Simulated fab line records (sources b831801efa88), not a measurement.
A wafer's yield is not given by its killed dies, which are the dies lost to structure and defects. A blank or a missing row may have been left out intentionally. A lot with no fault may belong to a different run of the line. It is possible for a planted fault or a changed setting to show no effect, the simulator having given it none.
What tool caused it? | flow gf180mcu | Sampling: 12 lots, 36 wafers, 5 of 602 route steps

WHAT EACH GAUGE READ, for each wafer
GF_M1_OVL_MEAS_15. Usual: M1_OVL -2 nm, standard deviation 5.5.
lot  | measured     | on         | M1_OVL (nm) | flag
L112 | day 18 11:08 | overlay-01 | -2 -4 -5    |
L113 | day 18 12:05 | overlay-02 | 3 -4 1      |
L114 | day 19 05:47 | overlay-02 | -2 2 -7     |
L115 | day 19 07:19 | overlay-02 | 4 -4 9      |
L117 | day 20 07:51 | overlay-02 | -8 -11 6    |
L118 | day 20 10:10 | overlay-02 | 0 -5 0      |
L119 | day 20 13:39 | overlay-02 | -1 -9 -2    |
L120 | day 20 22:51 | overlay-02 | -5 -2 0     |
L121 | day 21 08:26 | overlay-01 | -12 -6 -6   |
L126 | day 23 00:41 | overlay-01 | 0 4 5       |
L130 | day 23 22:35 | overlay-02 | 7 -2 8      |
L133 | day 25 06:30 | overlay-02 | -7 -6 -4    |

GF_V1_THK_MEAS_01. Usual: V1_CVD_00_THK 601 nm, standard deviation 5.8.
lot  | measured     | on            | V1_CVD_00_THK (nm) | flag
L112 | day 18 11:55 | film-metro-02 | 601 603 597        |
L113 | day 18 12:50 | film-metro-03 | 609 615 609        |
L114 | day 19 06:40 | film-metro-02 | 602 596 614        |
L115 | day 19 08:10 | film-metro-02 | 600 601 598        |
L117 | day 20 08:38 | film-metro-03 | 596 590 602        |
L118 | day 20 10:59 | film-metro-02 | 598 594 597        |
L119 | day 20 14:25 | film-metro-02 | 593 600 598        |
L120 | day 20 23:43 | film-metro-02 | 592 597 596        |
L121 | day 21 09:13 | film-metro-02 | 600 601 600        |
L126 | day 23 01:29 | film-metro-02 | 600 619 597        |
L130 | day 23 23:27 | film-metro-03 | 609 611 611        |
L133 | day 25 07:19 | film-metro-04 | 592 601 599        |

GF_V1_RS_MEAS_24: measures by four-point-probe. Usual: V1_W_RS 0.328 ohm/sq, standard deviation 0.0036.
lot  | measured     | on            | V1_W_RS (ohm/sq)  | flag
L112 | day 19 13:34 | film-metro-02 | 0.331 0.335 0.334 |
L113 | day 19 14:17 | film-metro-04 | 0.327 0.328 0.328 |
L114 | day 20 08:47 | film-metro-02 | 0.323 0.326 0.330 |
L115 | day 20 10:05 | film-metro-03 | 0.329 0.334 0.330 |
L117 | day 21 09:58 | film-metro-02 | 0.331 0.330 0.325 |
L118 | day 21 12:31 | film-metro-03 | 0.330 0.329 0.333 |
L119 | day 21 15:41 | film-metro-02 | 0.331 0.329 0.426 | OFF
L120 | day 22 00:42 | film-metro-04 | 0.430 0.332 0.335 | OFF
L121 | day 22 10:04 | film-metro-03 | 0.329 0.326 0.431 | OFF
L126 | day 24 01:11 | film-metro-02 | 0.322 0.326 0.326 |
L130 | day 24 22:02 | film-metro-02 | 0.328 0.324 0.330 |
L133 | day 26 05:23 | film-metro-03 | 0.324 0.323 0.328 |

GF_V1_THK_MEAS_25: measures by xrf. Usual: V1_W_THK 361 nm, standard deviation 7.8.
lot  | measured     | on            | V1_W_THK (nm) | flag
L112 | day 19 13:41 | film-metro-02 | 362 359 361   |
L113 | day 19 14:25 | film-metro-04 | 348 350 351   |
L114 | day 20 08:54 | film-metro-02 | 374 371 366   |
L115 | day 20 10:11 | film-metro-03 | 361 356 362   |
L117 | day 21 10:05 | film-metro-02 | 356 357 364   |
L118 | day 21 12:37 | film-metro-03 | 363 363 358   |
L119 | day 21 15:49 | film-metro-02 | 357 360 296   |
L120 | day 22 00:49 | film-metro-04 | 289 350 346   | OFF
L121 | day 22 10:11 | film-metro-03 | 365 369 297   |
L126 | day 24 01:17 | film-metro-02 | 371 365 365   |
L130 | day 24 22:08 | film-metro-02 | 365 369 363   |
L133 | day 26 05:31 | film-metro-03 | 371 372 367   |

WHAT TOOL EACH LOT RAN ON (gives the tool, then ch and the chambers of the sampled wafers, and finally the start)
lot  | GF_V1_CVD_23
L112 | cvd-w-02 ch 0,1, day 19 13:28
L113 | cvd-w-02 ch 0,1, day 19 14:11
L114 | cvd-w-02 ch 0,1, day 20 08:40
L115 | cvd-w-02 ch 0, day 20 09:57
L117 | cvd-w-01 ch 0,1, day 21 09:52
L118 | cvd-w-01 ch 0,1, day 21 12:24
L119 | cvd-w-01 ch 0,1, day 21 15:35
L120 | cvd-w-01 ch 0,1, day 22 00:35
L121 | cvd-w-01 ch 0,1, day 22 09:56
L126 | cvd-w-02 ch 0,1, day 24 01:04
L130 | cvd-w-02 ch 0,1, day 24 21:54
L133 | cvd-w-02 ch 0,1, day 26 05:17
- GF_V1_CVD_23: deposits W, target thk 350 nm, time 105.05 s.

WHAT THE TOOLS THEMSELVES READ (means of the sampled wafers that have a number; where no wafer has one, the mark that the record gives instead)
GF_V1_CVD_23. Usual: heater-power-w 906 W, standard deviation 92; susceptor-temp-C 400.03 C, standard deviation 0.23.
lot  | tool     | heater-power-w (W) | susceptor-temp-C (C) | flag
L112 | cvd-w-02 | 914                | 400.09               |
L113 | cvd-w-02 | 874                | 399.90               |
L114 | cvd-w-02 | 875                | 399.95               |
L115 | cvd-w-02 | 846                | 400.08               |
L117 | cvd-w-01 | 876                | 400.07               |
L118 | cvd-w-01 | 892                | 399.96               |
L119 | cvd-w-01 | 881                | 399.97               |
L120 | cvd-w-01 | 883                | 400.16               |
L121 | cvd-w-01 | 890                | 400.05               |
L126 | cvd-w-02 | 873                | 400.01               |
L130 | cvd-w-02 | 886                | 399.95               |
L133 | cvd-w-02 | 898                | 399.96               |

THE ANSWER, worked out from the rows above alone
Rule: a lot is off if the mean of its wafers that have a number lies more than 3 standard deviations from the usual mean. A lot without any number at a reading at which 4 lots or more have one is off too. All remaining lots with rows at the step are treated as sound. The gauges are gone through in route order, then the tools' own readings, and for those a lot's mean is taken as printed above. The first step at which some lot is off is used, and at that step the reading that is off furthest; a lot without a number counts as furthest.
Off: L119, L120, L121, at GF_V1_RS_MEAS_24 (V1_W_RS).
A tool fits if, at a process step before that reading, it ran every lot that is off, and no sound lot after the first of them. Gauges at GF_V1_RS_MEAS_24: tried the same way as those tools. One candidate fits, namely cvd-w-01 at GF_V1_CVD_23. A fault onset in the window from L118 (day 21 12:24, its last sound lot) to L119 (day 21 15:35, its first lot off) fits.

WHAT WAS PUT IN BY THE SIMULATOR
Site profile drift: cvd-w-01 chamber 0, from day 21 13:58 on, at GF_V1_CVD_23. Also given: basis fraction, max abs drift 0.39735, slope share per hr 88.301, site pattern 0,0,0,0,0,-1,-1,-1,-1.
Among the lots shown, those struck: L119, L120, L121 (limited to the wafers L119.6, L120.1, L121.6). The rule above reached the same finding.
